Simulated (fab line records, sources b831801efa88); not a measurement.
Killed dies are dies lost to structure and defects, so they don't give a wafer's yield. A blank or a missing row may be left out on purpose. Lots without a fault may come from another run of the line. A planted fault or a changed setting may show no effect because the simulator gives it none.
Which tool did it? | flow sky130 | 13 lots, 39 wafers sampled, at 5 steps of a route of 708

WHAT THE GAUGES READ, wafer by wafer
SKY_NWELL_OVL_MEAS_10. Usual: NWELL_00_OVL 0.0 nm, standard deviation 1.5.
lot  | measured    | on         | NWELL_00_OVL (nm) | flag
L375 | day 4 12:47 | overlay-02 | 1.0 -0.2 -1.6     |
L376 | day 4 19:40 | overlay-01 | 1.3 -0.4 -0.7     |
L380 | day 5 16:52 | overlay-01 | 1.7 0.9 1.0       |
L382 | day 6 11:08 | overlay-02 | 3.2 2.7 3.0       |
L385 | day 7 03:58 | overlay-01 | 1.3 0.2 0.5       |
L384 | day 7 04:19 | overlay-02 | -3.6 -4.5 -3.4    |
L387 | day 7 16:41 | overlay-01 | -0.2 1.2 -0.1     |
L388 | day 7 21:07 | overlay-01 | -0.8 -1.1 0.5     |
L389 | day 8 01:38 | overlay-02 | -1.6 -2.1 -0.9    |
L394 | day 9 04:50 | overlay-02 | 0.5 0.8 0.4       |
L395 | day 9 08:38 | overlay-01 | -0.4 -0.8 0.9     |
L396 | day 9 13:29 | overlay-01 | 0.2 1.9 1.4       |
L397 | day 9 21:19 | overlay-02 | 0.3 -0.9 0.6      |

SKY_NWELL_RS_MEAS_29: measures by four-point-probe. Usual: NWELL_RS 624.6 ohm/sq, standard deviation 1.9.
lot  | measured     | on            | NWELL_RS (ohm/sq) | flag
L375 | day 5 06:56  | film_metro-03 | 608.6 607.4 609.5 | OFF
L376 | day 5 14:01  | film_metro-02 | 622.9 621.6 620.9 |
L380 | day 6 12:04  | film_metro-02 | 620.7 623.2 621.8 |
L382 | day 7 07:58  | film_metro-01 | 625.2 625.2 626.2 |
L385 | day 8 01:25  | film_metro-02 | 605.1 606.7 606.4 | OFF
L384 | day 8 01:50  | film_metro-01 | 606.7 606.4 607.0 | OFF
L387 | day 8 21:59  | film_metro-01 | 627.0 625.5 625.2 |
L388 | day 8 18:04  | film_metro-03 | 621.5 624.3 623.2 |
L389 | day 8 23:21  | film_metro-03 | 621.8 622.7 622.2 |
L394 | day 10 03:25 | film_metro-03 | 626.7 626.5 624.3 |
L395 | day 10 08:14 | film_metro-03 | 625.6 625.2 627.4 |
L396 | day 10 13:25 | film_metro-03 | 625.7 625.3 625.8 |
L397 | day 10 20:54 | film_metro-03 | 623.5 623.4 624.4 |

SKY_LOCAL_INTERCONNECT_CD_MEAS_11: target cd 170 nm. Usual: cd_nm 169.8 nm, standard deviation 1.7.
lot  | measured     | on        | cd_nm (nm)        | flag
L375 | day 30 07:23 | cd_sem-01 | 168.7 171.1 170.1 |
L376 | day 30 17:58 | cd_sem-01 | 170.7 170.0 168.2 |
L380 | day 32 04:25 | cd_sem-01 | 172.5 172.7 170.7 |
L382 | day 32 23:03 | cd_sem-01 | 172.6 172.7 172.1 |
L385 | day 34 20:07 | cd_sem-02 | 172.6 171.5 169.9 |
L384 | day 34 21:38 | cd_sem-01 | 169.1 169.5 169.8 |
L387 | day 35 02:16 | cd_sem-02 | 168.6 169.6 168.9 |
L388 | day 35 00:13 | cd_sem-01 | 168.7 168.1 168.1 |
L389 | day 35 04:57 | cd_sem-02 | 168.9 169.8 170.8 |
L394 | day 36 11:40 | cd_sem-01 | 170.6 170.1 170.7 |
L395 | day 36 18:46 | cd_sem-02 | 170.3 170.0 170.8 |
L396 | day 37 05:57 | cd_sem-01 | 170.7 169.3 170.7 |
L397 | day 37 12:34 | cd_sem-02 | 170.8 171.0 170.2 |

SKY_CONTACT_THK_MEAS_26: measures by xrf. Usual: CONTACT_W_THK 335 nm, standard deviation 3.4.
lot  | measured     | on            | CONTACT_W_THK (nm) | flag
L375 | day 31 13:41 | film_metro-03 | 340 336 338        |
L376 | day 31 23:57 | film_metro-04 | 329 329 330        |
L380 | day 33 10:04 | film_metro-02 | 332 329 333        |
L382 | day 34 04:59 | film_metro-03 | 339 338 340        |
L385 | day 36 00:59 | film_metro-03 | 337 333 333        |
L384 | day 36 01:56 | film_metro-02 | 339 336 336        |
L387 | day 36 07:11 | film_metro-03 | 331 335 332        |
L388 | day 36 05:11 | film_metro-02 | 336 334 335        |
L389 | day 36 10:32 | film_metro-03 | 330 330 328        |
L394 | day 37 16:26 | film_metro-04 | 330 335 340        |
L395 | day 37 22:56 | film_metro-03 | 340 335 341        |
L396 | day 38 09:56 | film_metro-03 | 332 336 333        |
L397 | day 38 16:24 | film_metro-03 | 332 334 333        |

WHICH TOOL RAN EACH LOT (tool, then ch and the chambers of the sampled wafers, then the start)
lot  | SKY_NWELL_IMPLANT_13
L375 | implanter-03 ch 0, day 4 13:08
L376 | implanter-04 ch 0, day 4 20:00
L380 | implanter-03 ch 0, day 5 17:12
L382 | implanter-02 ch 0, day 6 11:31
L385 | implanter-04 ch 0, day 7 04:18
L384 | implanter-03 ch 0, day 7 04:39
L387 | implanter-04 ch 0, day 8 01:05
L388 | implanter-03 ch 0, day 7 21:27
L389 | implanter-03 ch 0, day 8 02:01
L394 | implanter-04 ch 0, day 9 05:10
L395 | implanter-03 ch 0, day 9 08:59
L396 | implanter-04 ch 0, day 9 13:52
L397 | implanter-03 ch 0, day 9 21:40
- SKY_NWELL_IMPLANT_13

WHAT THE TOOLS THEMSELVES READ (means of the sampled wafers that have a number; where no wafer has one, the mark that the record gives instead)
SKY_NWELL_IMPLANT_13. Usual: faraday_current_uA 3.96, standard deviation 0.081.
lot  | tool         | faraday_current_uA | flag
L375 | implanter-03 | 3.96               |
L376 | implanter-04 | 3.98               |
L380 | implanter-03 | 4.09               |
L382 | implanter-02 | 3.89               |
L385 | implanter-04 | 3.91               |
L384 | implanter-03 | 4.00               |
L387 | implanter-04 | 3.94               |
L388 | implanter-03 | 3.94               |
L389 | implanter-03 | 4.00               |
L394 | implanter-04 | 4.00               |
L395 | implanter-03 | 3.95               |
L396 | implanter-04 | 3.98               |
L397 | implanter-03 | 4.00               |

THE ANSWER, worked out from the rows above alone
Rule: a lot is off if the mean of its wafers that have a number lies more than 3 standard deviations from the usual mean. A lot without any number at a reading at which 4 lots or more have one is off too. The other lots that the step has rows for count as sound. The gauges are gone through in route order, then the tools' own readings, and for those a lot's mean is taken as printed above. The first step at which some lot is off is used, and at that step the reading that is off furthest; a lot without a number counts as furthest.
Off: L375, L385, L384, at SKY_NWELL_RS_MEAS_29 (NWELL_RS).
A tool fits if, at a process step before that reading, it ran every lot that is off, and no sound lot after the first of them. The gauges at SKY_NWELL_RS_MEAS_29 are tried like those tools. None of those tried fits.

WHAT THE SIMULATOR HAD PUT IN
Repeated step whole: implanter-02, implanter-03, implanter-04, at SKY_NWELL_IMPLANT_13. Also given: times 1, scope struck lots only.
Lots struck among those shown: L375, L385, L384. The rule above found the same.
